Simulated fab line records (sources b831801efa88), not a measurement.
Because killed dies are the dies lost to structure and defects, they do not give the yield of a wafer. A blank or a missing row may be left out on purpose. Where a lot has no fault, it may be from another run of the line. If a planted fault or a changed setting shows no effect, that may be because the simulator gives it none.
Check of tool commonality + flow sky130 + Lots sampled 12, wafers sampled 42

== WHAT PROMPTED THE OPENING ==
At SKY_SONOS_ONO_THK_MEAS_01 the reading SONOS_ONO_OXIDATION_THK is flagged on 2 of 12 lots. Wafers without a fault read 2.59 nm, standard deviation 0.055.
Rule: flag the lot when none of its wafers has a number, or when each of its wafers that has one lies beyond 4 standard deviations from that mean. As for the other lots, they are considered sound.

| lot  | measured     | on            | SONOS_ONO_OXIDATION_THK (nm), wafer by wafer | flag    |
|------|--------------|---------------|----------------------------------------------|---------|
| L316 | day 11 23:50 | film-metro-01 | 2.52 2.55 2.57                               |         |
| L318 | day 13 02:14 | film-metro-01 | 2.58 2.60 2.61                               |         |
| L319 | day 13 09:11 | film-metro-04 | 2.57 2.57 2.57                               |         |
| L322 | day 13 21:25 | film-metro-04 | 2.58 2.69 2.54                               |         |
| L321 | day 13 21:26 | film-metro-01 | 2.62 2.52 2.54                               |         |
| L323 | day 14 10:29 | film-metro-04 | 2.57 2.62 2.63                               |         |
| L327 | day 15 17:13 | film-metro-03 | 3.36 3.34 3.37 3.40 3.42 3.35                | FLAGGED |
| L328 | day 15 19:46 | film-metro-03 | 3.41 3.44 3.36 3.38 3.47 3.38                | FLAGGED |
| L333 | day 17 16:04 | film-metro-03 | 2.60 2.74 2.65                               |         |
| L336 | day 18 17:56 | film-metro-04 | 2.55 2.59 2.51                               |         |
| L337 | day 18 23:29 | film-metro-03 | 2.66 2.55 2.64                               |         |
| L338 | day 19 06:17 | film-metro-04 | 2.51 2.47 2.49                               |         |
Average over the flagged lots: 3.39 nm; offset from the usual +0.80 nm, equal to +15 standard deviations.

== WHICH TOOL EACH LOT WENT THROUGH ==
The record keeps 1 process step preceding the reading, out of 708 steps on the route. In each cell: the tool, then ch and the chambers that the sampled wafers went through, then the start.
| lot  | flag    | SKY_SONOS_ONO_OXIDATION_00    |
|------|---------|-------------------------------|
| L316 |         | furnace-02 ch 0, day 11 22:29 |
| L318 |         | furnace-02 ch 0, day 13 00:53 |
| L319 |         | furnace-01 ch 0, day 13 07:50 |
| L322 |         | furnace-02 ch 0, day 13 20:05 |
| L321 |         | furnace-02 ch 0, day 13 20:05 |
| L323 |         | furnace-01 ch 0, day 14 09:08 |
| L327 | FLAGGED | furnace-02 ch 0, day 15 15:52 |
| L328 | FLAGGED | furnace-02 ch 0, day 15 18:23 |
| L333 |         | furnace-01 ch 0, day 17 14:43 |
| L336 |         | furnace-01 ch 0, day 18 16:34 |
| L337 |         | furnace-01 ch 0, day 18 22:08 |
| L338 |         | furnace-01 ch 0, day 19 04:56 |
What the steps here do:
- SKY_SONOS_ONO_OXIDATION_00: stabilise 600 s, purge 300 s, target thk 2.6 nm.
- SKY_SONOS_ONO_THK_MEAS_01

== FLAGGED AGAINST TOTAL, ONE TOOL AT A TIME (gauges that did the reading follow at the end) ==
| step                       | tool          | lots run | flagged | share of the flagged lots | sound lots run after its first flagged lot |
|----------------------------|---------------|----------|---------|---------------------------|--------------------------------------------|
| SKY_SONOS_ONO_OXIDATION_00 | furnace-01    | 6        | 0       | none                      | -                                          |
| SKY_SONOS_ONO_OXIDATION_00 | furnace-02    | 6        | 2       | all                       | 0                                          |
| SKY_SONOS_ONO_THK_MEAS_01  | film-metro-01 | 3        | 0       | none                      | -                                          |
| SKY_SONOS_ONO_THK_MEAS_01  | film-metro-03 | 4        | 2       | all                       | 2 (L333,L337)                              |
| SKY_SONOS_ONO_THK_MEAS_01  | film-metro-04 | 5        | 0       | none                      | -                                          |

== THE TABLE: WHAT IT ALLOWS ==
2 rows of the table ran every flagged lot: furnace-02 at SKY_SONOS_ONO_OXIDATION_00, film-metro-03 at SKY_SONOS_ONO_THK_MEAS_01.
- furnace-02 at SKY_SONOS_ONO_OXIDATION_00: 2 of its 6 lots flagged. Last sound lot L321 at day 13 20:05, first flagged lot L327 at day 15 15:52; a fault beginning in between fits.
- film-metro-03 at SKY_SONOS_ONO_THK_MEAS_01: 2 of its 4 lots flagged. Sound lots ran on it after the first flagged one (L333, L337), which a lasting fault on the whole tool wouldn't allow.
furnace-02 at SKY_SONOS_ONO_OXIDATION_00 is the single tool remaining.

== WHAT THE SIMULATOR PUT IN ==
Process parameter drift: furnace-02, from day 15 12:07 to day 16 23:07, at SKY_SONOS_ONO_OXIDATION_00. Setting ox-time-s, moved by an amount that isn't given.
Shown lots that were struck: L327, L328. The same result came from the rule above.
